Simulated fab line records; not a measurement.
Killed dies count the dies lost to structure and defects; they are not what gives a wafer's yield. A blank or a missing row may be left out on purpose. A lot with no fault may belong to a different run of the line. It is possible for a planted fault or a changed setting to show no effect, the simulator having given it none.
fab line records	flow sky130
record lots=12	wafers=36	last-day=50
route steps=708 shown LDD_N@247 SPACER@306 POLY_CUT@319 SD_P@327 PAD_OPEN@708
lots untouched by any fault: they come from a run of this same line in which no faults occurred
start-h: hours from the record's opening day to when the first of the lot's shown wafers began	wait-h: hours since the lot's step before	" identical to the entry in the row above	L1.1+2: a row that stands for several wafers	- no value, or no start given	* or withheld: withheld	< > ~ a bound
route shown NAME@n: a module of which the file shows steps, and the number in the route of the first	usual: mean/standard deviation of fault-free wafers	same: alike in all rows	chamber/n: place in a boat	sites: readings site by site	_std_site: the standard deviation of these	_edge_site: inner sites' mean taken away from outer sites' mean	radius-mm: for every site, how far away it sits from the centre of the wafer	mask NAME#n: copy n	behind: the tool/chamber that last shaped the wafer	hold: cause of the lot's hold/its duration in hours/its outcome	device: whichever transistor did not switch (one of n, p or np)	end of line: at the end of the route, the tests of the same wafers	for a step that has no rows: nothing shown but its recipe	killed: dies lost to structure and defects at the first sort, not the wafer's yield	map: per-die view of a wafer (x killed, . not killed, _ where there is no die)
set.NAME: the setting that was run; set.NAME@STEP: the one run at that earlier step	model.NAME: the simulator's own value behind a step, which no gauge read
one table for each step of the route and one row for each wafer, over a sample of lots
services: from which hour (start-h, from the record's first day; less than 0 if before it) a tool's chamber was out of use, for how many hours, and why
## steps
# step SKY_LDD_N_IMPLANT_10
# recipe species=As	energy-kev=20	dose-cm2=7.5e+13	tilt-deg=withheld	rotation-deg=203
# usual beam-energy-keV=19.999/0.007	faraday-current-uA=423/8.7
lot.wafer	tool	chamber	start-h	wait-h	beam-energy-keV	faraday-current-uA
L966.1	implanter-03	0	414.21	0.1	19.982	439
L966.2	"	0	"	"	19.999	431
L966.6	"	0	"	"	19.997	427
L967.1	implanter-03	0	430.06	0.1	19.999	414
L967.2	"	0	"	"	20.010	418
L967.4	"	0	"	"	20.009	427
L970.2	implanter-03	0	453.08	0.1	19.997	428
L970.3	"	0	"	"	19.997	416
L970.4	"	0	"	"	19.995	423
L971.1	implanter-03	0	476.86	0.1	19.762	415
L971.3	"	0	"	"	19.757	434
L971.6	"	0	"	"	19.766	433
L972.1	implanter-04	0	478.24	0.1	19.999	437
L972.4	"	0	"	"	19.997	428
L972.5	"	0	"	"	20.002	426
L973.1	implanter-03	0	484.43	0.1	19.768	409
L973.5	"	0	"	"	19.762	431
L973.6	"	0	"	"	19.757	430
L981.2	implanter-01	0	554.65	0.1	19.997	423
L981.3	"	0	"	"	19.988	417
L981.5	"	0	"	"	19.988	410
L982.3	implanter-04	0	558.31	0.1	20.008	435
L982.5	"	0	"	"	20.000	422
L982.6	"	0	"	"	19.993	425
L983.1	implanter-03	0	577.33	0.1	20.000	432
L983.3	"	0	"	"	19.999	409
L983.6	"	0	"	"	19.994	430
L984.3	implanter-01	0	584.28	0.1	19.983	426
L984.4	"	0	"	"	19.994	430
L984.6	"	0	"	"	20.003	421
L985.2	implanter-04	0	589.75	0.1	19.996	431
L985.3	"	0	"	"	20.005	425
L985.5	"	0	"	"	19.985	418
L987.2	implanter-03	0	628.33	0.1	20.000	418
L987.4	"	0	"	"	19.999	403
L987.6	"	0	"	"	20.001	429
# step SKY_SPACER_ETCHBACK_02
# recipe chemistry=CH3F/O2	target=Si3N4	stop-on=SiO2	source-w=400	bias-w=80	pressure-mtorr=25	ch3f-flow-sccm=40	O2_flow_sccm=30	time-s=46.7	target-depth-a=450
# usual chamber-pressure-mTorr=25.000/0.021	drypump-motor-current-A=5.9/0.35	oes-product-au=0.856/0.0061	throttle-valve-pct=10.562/0.0098
lot.wafer	tool	chamber	start-h	wait-h	chamber-pressure-mTorr	drypump-motor-current-A	oes-product-au	rf-hours-counter-h	throttle-valve-pct
L966.1	rie-diel-02	1	567.33	0.1	24.987	5.7	0.862	7	10.567
L966.2	"	3	"	"	24.991	5.6	0.855	66	10.563
L966.6	"	1	"	"	25.002	5.7	0.855	-	10.542
L967.1	rie-diel-04	0	567.33	0.1	24.986	6.6	0.853	6	10.563
L967.2	"	3	"	"	24.960	5.3	0.859	2	10.568
L967.4	"	2	"	"	25.028	5.4	0.868	8	10.565
L970.2	rie-diel-04	3	577.32	0.0	24.983	5.3	0.850	3	10.572
L970.3	"	0	"	"	24.990	6.6	0.852	6	10.570
L970.4	"	2	"	"	25.008	5.4	0.856	8	10.561
L971.1	rie-diel-01	0	600.22	0.1	25.051	5.9	0.864	46	10.562
L971.3	"	1	"	"	25.020	5.6	0.862	43	10.561
L971.6	"	1	"	"	25.013	5.6	0.858	-	10.560
L972.1	rie-diel-02	3	601.45	0.1	25.040	5.6	0.854	67	10.568
L972.4	"	1	"	"	24.971	5.7	0.857	7	10.560
L972.5	"	3	"	"	24.986	5.6	0.860	-	10.550
L973.1	rie-diel-02	1	607.06	0.1	25.033	5.7	0.859	7	10.566
L973.5	"	0	"	"	25.003	6.3	0.857	-	10.560
L973.6	"	3	"	"	25.006	5.6	0.858	-	10.550
L981.2	rie-diel-04	1	671.78	0.0	24.972	6.4	0.860	4	10.568
L981.3	"	0	"	"	24.991	6.6	0.856	8	10.571
L981.5	"	1	"	"	24.991	6.3	0.859	-	10.569
L982.3	rie-diel-02	3	676.39	0.0	25.033	5.6	0.851	0	10.547
L982.5	"	3	"	"	25.000	5.6	0.848	-	10.568
L982.6	"	0	"	"	24.990	6.2	0.851	-	10.563
L983.1	rie-diel-01	0	695.47	0.1	24.991	5.9	0.854	49	10.585
L983.3	"	3	"	"	24.994	6.2	0.860	14	10.546
L983.6	"	2	"	"	24.968	5.5	0.854	-	10.554
L984.3	rie-diel-02	2	698.38	0.0	25.007	5.8	0.857	4	10.548
L984.4	"	1	"	"	24.979	5.7	0.856	9	10.577
L984.6	"	1	"	"	24.990	5.7	0.856	-	10.583
L985.2	rie-diel-02	2	705.79	0.0	24.976	5.8	0.850	4	10.567
L985.3	"	1	"	"	25.012	5.7	0.851	10	10.566
L985.5	"	0	"	"	25.015	6.3	0.851	-	10.566
L987.2	rie-diel-01	3	744.04	0.0	24.996	6.2	0.856	15	10.567
L987.4	"	0	"	"	24.949	5.9	0.850	-	10.548
L987.6	"	2	"	"	25.019	5.6	0.858	-	10.563
# step SKY_POLY_CUT_STRIP_12
# recipe chemistry=O2/N2	power-w=1400	pressure-mtorr=1500	platen-temp-c=withheld	o2-flow-sccm=3000	n2-flow-sccm=300	overash-fraction=0.5
# usual chamber-pressure-mTorr=1500.0/1.5	drypump-motor-current-A=5.9/0.3	oes-product-au=0.453/0.0045	strip-time-to-endpoint-s=5.366/0.017
lot.wafer	tool	chamber	start-h	wait-h	chamber-pressure-mTorr	drypump-motor-current-A	oes-product-au	rf-hours-counter-h	strip-time-to-endpoint-s
L966.1	plasma-asher-02	0	596.52	0.0	1500.5	5.8	0.458	48	5.362
L966.2	"	1	"	"	1501.8	6.1	0.454	48	5.374
L966.6	"	0	"	"	1498.9	5.8	0.456	-	5.342
L967.1	plasma-asher-03	1	597.22	0.0	1501.2	6.3	0.454	89	5.356
L967.2	"	0	"	"	1498.2	5.6	0.451	89	5.349
L967.4	"	0	"	"	1501.2	5.6	0.454	-	5.374
L970.2	plasma-asher-02	0	607.43	0.0	1502.6	5.8	0.450	50	5.375
L970.3	"	1	"	"	1499.4	6.1	0.446	-	5.379
L970.4	"	0	"	"	1496.6	5.8	0.455	-	5.375
L971.1	plasma-asher-03	0	629.33	0.0	1501.0	5.6	0.456	93	5.349
L971.3	"	0	"	"	1499.8	5.6	0.446	-	5.357
L971.6	"	1	"	"	1501.7	6.4	0.456	-	5.349
L972.1	plasma-asher-03	0	630.74	0.0	1501.2	5.6	0.445	93	5.384
L972.4	"	0	"	"	1501.1	5.6	0.448	-	5.373
L972.5	"	0	"	"	1498.6	5.5	0.454	-	5.372
L973.1	plasma-asher-01	0	635.99	0.0	1499.4	6.2	0.459	79	5.352
L973.5	"	1	"	"	1501.3	5.6	0.453	-	5.349
L973.6	"	0	"	"	1500.1	6.2	0.452	-	5.330
L981.2	plasma-asher-01	0	700.88	0.0	1502.9	6.2	0.443	85	5.381
L981.3	"	1	"	"	1499.3	5.6	0.452	-	5.373
L981.5	"	0	"	"	1500.8	6.2	0.453	-	5.381
L982.3	plasma-asher-01	0	704.46	0.1	1500.3	6.2	0.452	-	5.402
L982.5	"	0	"	"	1499.7	6.2	0.449	-	5.368
L982.6	"	1	"	"	1501.9	5.6	0.455	-	5.370
L983.1	plasma-asher-03	0	723.38	0.0	1502.2	5.6	0.457	102	5.367
L983.3	"	1	"	"	1501.7	6.4	0.456	-	5.353
L983.6	"	0	"	"	1498.4	5.6	0.456	-	5.375
L984.3	plasma-asher-01	1	725.81	0.1	1498.2	5.6	0.443	-	5.372
L984.4	"	0	"	"	1498.7	6.2	0.456	-	5.369
L984.6	"	1	"	"	1501.6	5.6	0.448	-	5.359
L985.2	plasma-asher-01	1	733.12	0.0	1499.5	5.6	0.452	88	5.377
L985.3	"	1	"	"	1501.3	5.6	0.446	-	5.372
L985.5	"	1	"	"	1500.5	5.6	0.456	-	5.383
L987.2	plasma-asher-02	0	771.59	0.0	1499.7	5.8	0.459	67	5.364
L987.4	"	0	"	"	1501.2	5.8	0.456	-	5.363
L987.6	"	0	"	"	1497.8	5.8	0.450	-	5.362
# step SKY_SD_P_CD_MEAS_07
# recipe target-cd-nm=380
# usual cd-nm=380.2/2.6
lot.wafer	tool	chamber	start-h	wait-h	cd-nm
L966.1	cd-sem-02	-	624.55	0.1	375.8
L966.2	"	-	"	"	377.6
L966.6	"	-	"	"	376.2
L967.1	cd-sem-01	-	625.67	0.1	379.6
L967.2	"	-	"	"	380.5
L967.4	"	-	"	"	379.4
L970.2	cd-sem-02	-	636.19	0.1	382.8
L970.3	"	-	"	"	381.4
L970.4	"	-	"	"	382.8
L971.1	cd-sem-01	-	657.95	0.1	380.6
L971.3	"	-	"	"	381.2
L971.6	"	-	"	"	383.3
L972.1	cd-sem-01	-	659.12	0.1	381.9
L972.4	"	-	"	"	380.7
L972.5	"	-	"	"	378.8
L973.1	cd-sem-01	-	663.74	0.1	375.5
L973.5	"	-	"	"	378.7
L973.6	"	-	"	"	376.2
L981.2	cd-sem-01	-	728.77	0.1	378.4
L981.3	"	-	"	"	378.8
L981.5	"	-	"	"	379.6
L982.3	cd-sem-02	-	732.24	0.1	379.4
L982.5	"	-	"	"	379.0
L982.6	"	-	"	"	378.9
L983.1	cd-sem-01	-	751.17	0.1	385.9
L983.3	"	-	"	"	385.1
L983.6	"	-	"	"	383.4
L984.3	cd-sem-01	-	753.14	0.1	380.8
L984.4	"	-	"	"	382.0
L984.6	"	-	"	"	382.4
L985.2	cd-sem-02	-	759.59	0.1	383.6
L985.3	"	-	"	"	383.7
L985.5	"	-	"	"	382.7
L987.2	cd-sem-01	-	797.76	0.1	381.6
L987.4	"	-	"	"	380.2
L987.6	"	-	"	"	379.2
# step SKY_PAD_OPEN_PROBE_99
# usual killed_at_M0_to_M3=45/7.9	killed_at_M4_up=2.9/1.8	killed-at-contacts=25/5.5	killed-at-front-end=16/4.4	killed-at-other=0.3/0.58	killed-dies=89/9.4	killed-on-rim=18/3.9	killed-open=49/6.8	killed-short=40/6.3
# same gross-dies=492	killed-at-back-side=0
lot.wafer	tool	chamber	start-h	wait-h	killed_at_M0_to_M3	killed_at_M4_up	killed-at-contacts	killed-at-front-end	killed-at-other	killed-dies	killed-on-rim	killed-open	killed-short
L967.1	prober-01	-	1101.36	0.1	61	6	19	10	1	97	24	55	42
L967.2	prober-01	-	1101.41	0.1	35	3	22	26	0	86	13	53	33
L967.4	prober-01	-	1101.51	0.2	50	1	23	16	1	91	19	53	38
L970.2	prober-01	-	1111.28	0.1	54	1	30	12	0	97	25	55	42
L970.3	prober-01	-	1111.33	0.2	39	5	30	13	0	87	14	48	39
L970.4	prober-01	-	1111.38	0.2	28	3	24	17	0	72	20	44	28
L971.1	prober-02	-	1123.15	0.1	42	4	25	16	0	87	20	49	38
L971.3	prober-02	-	1123.25	0.2	49	4	22	12	1	88	22	44	44
L971.6	prober-02	-	1123.40	0.2	44	2	14	16	0	76	16	38	38
L972.1	prober-02	-	1125.13	0.1	35	2	26	13	1	77	17	39	36
L972.4	prober-02	-	1125.28	0.2	46	2	35	20	0	103	14	62	38
L972.5	prober-02	-	1125.33	0.2	44	3	30	20	0	97	14	54	40
L973.1	prober-02	-	1128.44	0.1	52	10	25	15	0	102	24	39	61
L973.5	prober-02	-	1128.64	0.2	43	2	26	15	0	86	14	39	46
L973.6	prober-02	-	1128.69	0.2	51	1	19	8	0	79	25	39	40
L983.1	prober-01	-	1184.41	0.1	54	5	18	20	1	98	26	49	49
L983.3	prober-01	-	1184.51	0.2	52	3	21	21	1	98	22	48	49
L983.6	prober-01	-	1184.66	0.2	52	2	13	12	0	79	15	44	35
L984.3	prober-01	-	1186.34	0.2	53	2	36	20	1	112	20	56	55
L984.4	prober-01	-	1186.39	0.2	37	1	30	18	0	86	20	51	34
L984.6	prober-01	-	1186.49	0.2	59	2	17	11	0	89	21	51	38
L985.2	prober-01	-	1188.72	0.1	52	2	27	13	0	94	19	50	44
L985.3	prober-01	-	1188.77	0.2	56	3	25	17	0	101	19	52	49
L985.5	prober-01	-	1188.87	0.2	52	1	18	16	2	89	15	42	46
# killed by level:class
L967.1 VIA1:geometric-particle:open=14 VIA3:geometric-particle:open=12 VIA1:geometric-particle:short=8 LI_CONTACT:geometric-particle:open=7 METAL1:geometric-particle:short=6 METAL2:geometric-particle:short=6 VIA2:geometric-particle:open=6 LI_CONTACT:geometric-particle:short=4
L967.2 POLY_GATE:geometric-particle:open=9 VIA2:geometric-particle:open=8 CONTACT:geometric-particle:open=7 VIA1:geometric-particle:open=6 LI_CONTACT:geometric-particle:open=6 METAL1:geometric-particle:short=5 FIELD_ISO:geometric-particle:short=4 POLY_GATE:geometric-particle:short=4
L967.4 METAL1:geometric-particle:short=10 CONTACT:geometric-particle:open=10 POLY_GATE:geometric-particle:open=8 VIA1:geometric-particle:open=8 VIA2:geometric-particle:open=7 LI_CONTACT:geometric-particle:open=6 VIA3:geometric-particle:open=6 METAL1:geometric-particle:open=4
L970.2 VIA1:geometric-particle:open=13 VIA2:geometric-particle:open=11 CONTACT:geometric-particle:open=10 LOCAL_INTERCONNECT:geometric-particle:short=6 CONTACT:geometric-particle:short=6 METAL2:geometric-particle:short=6 METAL1:geometric-particle:short=5 FIELD_ISO:geometric-particle:open=4
L970.3 LI_CONTACT:geometric-particle:open=10 CONTACT:geometric-particle:short=10 VIA1:geometric-particle:open=9 VIA3:geometric-particle:open=8 CONTACT:geometric-particle:open=6 VIA2:geometric-particle:open=5 METAL1:geometric-particle:short=4 VIA1:geometric-particle:short=4
L970.4 CONTACT:geometric-particle:open=9 POLY_GATE:geometric-particle:short=7 LI_CONTACT:geometric-particle:open=7 VIA1:geometric-particle:open=7 VIA3:geometric-particle:open=6 VIA2:geometric-particle:open=5 CONTACT:geometric-particle:short=4 POLY_GATE:geometric-particle:open=3
L971.1 VIA1:geometric-particle:open=16 CONTACT:geometric-particle:short=8 LI_CONTACT:geometric-particle:open=6 CONTACT:geometric-particle:open=6 FIELD_ISO:geometric-particle:open=5 POLY_GATE:geometric-particle:short=5 METAL1:geometric-particle:short=5 VIA2:geometric-particle:open=5
L971.3 VIA1:geometric-particle:open=11 VIA1:geometric-particle:short=9 LI_CONTACT:geometric-particle:open=7 CONTACT:geometric-particle:open=6 VIA3:geometric-particle:open=5 VIA2:geometric-particle:short=5 METAL3:geometric-particle:short=5 CONTACT:geometric-particle:short=4
L971.6 VIA1:geometric-particle:open=12 METAL2:geometric-particle:short=6 VIA3:geometric-particle:open=5 CONTACT:geometric-particle:short=5 FIELD_ISO:geometric-particle:short=4 POLY_GATE:geometric-particle:short=4 LI_CONTACT:geometric-particle:open=4 METAL1:geometric-particle:short=4
L972.1 LI_CONTACT:geometric-particle:open=8 CONTACT:geometric-particle:open=8 VIA2:geometric-particle:open=7 VIA3:geometric-particle:open=7 FIELD_ISO:geometric-particle:open=6 CONTACT:geometric-particle:short=6 METAL1:geometric-particle:short=5 METAL2:geometric-particle:short=4
L972.4 VIA1:geometric-particle:open=14 CONTACT:geometric-particle:open=12 VIA2:geometric-particle:open=9 LI_CONTACT:geometric-particle:open=9 FIELD_ISO:geometric-particle:open=7 LI_CONTACT:geometric-particle:short=5 METAL1:geometric-particle:short=5 POLY_GATE:geometric-particle:open=4
L972.5 LI_CONTACT:geometric-particle:open=11 CONTACT:geometric-particle:open=11 VIA1:geometric-particle:open=11 FIELD_ISO:geometric-particle:short=7 VIA1:geometric-particle:short=6 VIA2:geometric-particle:open=6 POLY_GATE:geometric-particle:open=4 METAL1:geometric-particle:short=4
L973.1 METAL2:geometric-particle:short=13 METAL4:geometric-particle:short=8 CONTACT:geometric-particle:open=8 VIA1:geometric-particle:open=8 LOCAL_INTERCONNECT:geometric-particle:short=7 METAL3:geometric-particle:short=7 FIELD_ISO:geometric-particle:open=5 METAL1:geometric-particle:short=5
L973.5 METAL2:geometric-particle:short=9 LI_CONTACT:geometric-particle:open=7 VIA3:geometric-particle:open=7 METAL3:geometric-particle:short=6 CONTACT:geometric-particle:short=6 CONTACT:geometric-particle:open=6 VIA2:geometric-particle:open=5 FIELD_ISO:geometric-particle:open=4
L973.6 VIA2:geometric-particle:open=14 CONTACT:geometric-particle:open=7 METAL1:geometric-particle:short=7 VIA1:geometric-particle:open=6 FIELD_ISO:geometric-particle:short=5 VIA1:geometric-particle:short=5 LOCAL_INTERCONNECT:geometric-particle:short=4 VIA3:geometric-particle:open=4
L983.1 METAL1:geometric-particle:short=10 VIA2:geometric-particle:open=9 VIA1:geometric-particle:open=9 FIELD_ISO:geometric-particle:open=7 LI_CONTACT:geometric-particle:open=6 CONTACT:geometric-particle:open=6 VIA2:geometric-particle:short=6 VIA3:geometric-particle:short=6
L983.3 VIA1:geometric-particle:open=14 VIA2:geometric-particle:open=9 FIELD_ISO:geometric-particle:short=7 METAL1:geometric-particle:short=7 FIELD_ISO:geometric-particle:open=5 VIA3:geometric-particle:open=5 LI_CONTACT:geometric-particle:open=5 LI_CONTACT:geometric-particle:short=5
L983.6 VIA1:geometric-particle:open=16 FIELD_ISO:geometric-particle:open=7 LI_CONTACT:geometric-particle:open=6 VIA3:geometric-particle:open=5 METAL1:geometric-particle:short=5 VIA1:geometric-particle:short=5 FIELD_ISO:geometric-particle:short=4 VIA3:geometric-particle:short=4
L984.3 CONTACT:geometric-particle:open=14 METAL1:geometric-particle:short=11 VIA1:geometric-particle:open=11 CONTACT:geometric-particle:short=8 LI_CONTACT:geometric-particle:open=7 VIA2:geometric-particle:open=7 FIELD_ISO:geometric-particle:short=5 LOCAL_INTERCONNECT:geometric-particle:short=5
L984.4 LI_CONTACT:geometric-particle:open=11 CONTACT:geometric-particle:open=9 VIA1:geometric-particle:open=8 VIA2:geometric-particle:open=7 POLY_GATE:geometric-particle:open=6 VIA3:geometric-particle:open=6 METAL1:geometric-particle:short=5 CONTACT:geometric-particle:short=4
L984.6 VIA1:geometric-particle:open=12 VIA2:geometric-particle:open=10 METAL1:geometric-particle:short=9 VIA3:geometric-particle:open=9 CONTACT:geometric-particle:open=6 VIA2:geometric-particle:short=5 FIELD_ISO:geometric-particle:open=4 LI_CONTACT:geometric-particle:open=4
L985.2 VIA1:geometric-particle:open=12 METAL2:geometric-particle:short=10 CONTACT:geometric-particle:open=9 VIA2:geometric-particle:open=8 METAL1:geometric-particle:short=7 FIELD_ISO:geometric-particle:open=6 LI_CONTACT:geometric-particle:open=5 LI_CONTACT:geometric-particle:short=5
L985.3 VIA1:geometric-particle:open=16 CONTACT:geometric-particle:open=9 METAL1:geometric-particle:short=9 LOCAL_INTERCONNECT:geometric-particle:short=6 FIELD_ISO:geometric-particle:short=5 LI_CONTACT:geometric-particle:open=5 CONTACT:geometric-particle:short=5 METAL2:geometric-particle:short=5
L985.5 METAL2:geometric-particle:short=12 VIA1:geometric-particle:open=10 METAL1:geometric-particle:short=8 CONTACT:geometric-particle:open=8 VIA2:geometric-particle:open=7 VIA2:geometric-particle:short=4 POLY_GATE:geometric-particle:open=4 SPACER:geometric-particle:short=4
## services
tool	chamber	start-h	hours	kind
rie-diel-04	1	392.87	3.8	repair
implanter-03	-	409.46	4.0	pm
implanter-04	-	416.25	11.3	repair
implanter-04	-	470.08	1.6	repair
rie-diel-01	0	477.66	2.9	repair
rie-diel-02	-	478.68	2.8	pm
plasma-asher-03	-	492.14	4.3	pm
implanter-03	-	493.01	23.5	repair
plasma-asher-03	-	497.83	2.8	pm
implanter-04	-	510.79	1.9	repair
rie-diel-01	-	519.38	28.1	pm
rie-diel-04	2	526.07	13.8	repair
rie-diel-04	3	529.50	8.6	repair
implanter-04	-	529.70	10.4	repair
implanter-03	-	542.19	2.0	repair
rie-diel-02	-	557.79	0.4	repair
rie-diel-02	-	592.47	1.2	repair
plasma-asher-01	-	603.20	24.1	repair
plasma-asher-03	-	606.38	2.1	repair
implanter-03	-	663.59	2.9	pm
rie-diel-02	3	700.88	41.7	repair
plasma-asher-03	-	733.75	9.0	pm
plasma-asher-01	-	745.96	0.4	repair
implanter-03	-	756.47	1.6	repair
## key
first-sign step=SKY_LDD_N_IMPLANT_10	reading=beam-energy-keV	direction=down	sigmas=34	usual=*	struck=*
effect none on later readings
met-at SKY_LDD_N_IMPLANT_10
struck-lots L971,L973
tester-left-out L971,L973
not-acting-at SKY_SPACER_ETCHBACK_02,SKY_POLY_CUT_STRIP_12,SKY_SD_P_CD_MEAS_07
onset-between 453.08 476.86
fault kind=process-parameter-drift	tool=implanter-03	chamber=-	onset-h=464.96	steps=SKY_LDD_N_IMPLANT_10	channel=energy-kev	offset=*	shape=step	end-h=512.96	acts-in=*	stated=*
# tester-left-out: of these lots the tester's yield and bins aren't shown, on N5 and GAA mostly nor the transistor test; their killed dies are dies lost to structure and defects alone, not to doping, threshold or leakage, so they don't give the yield
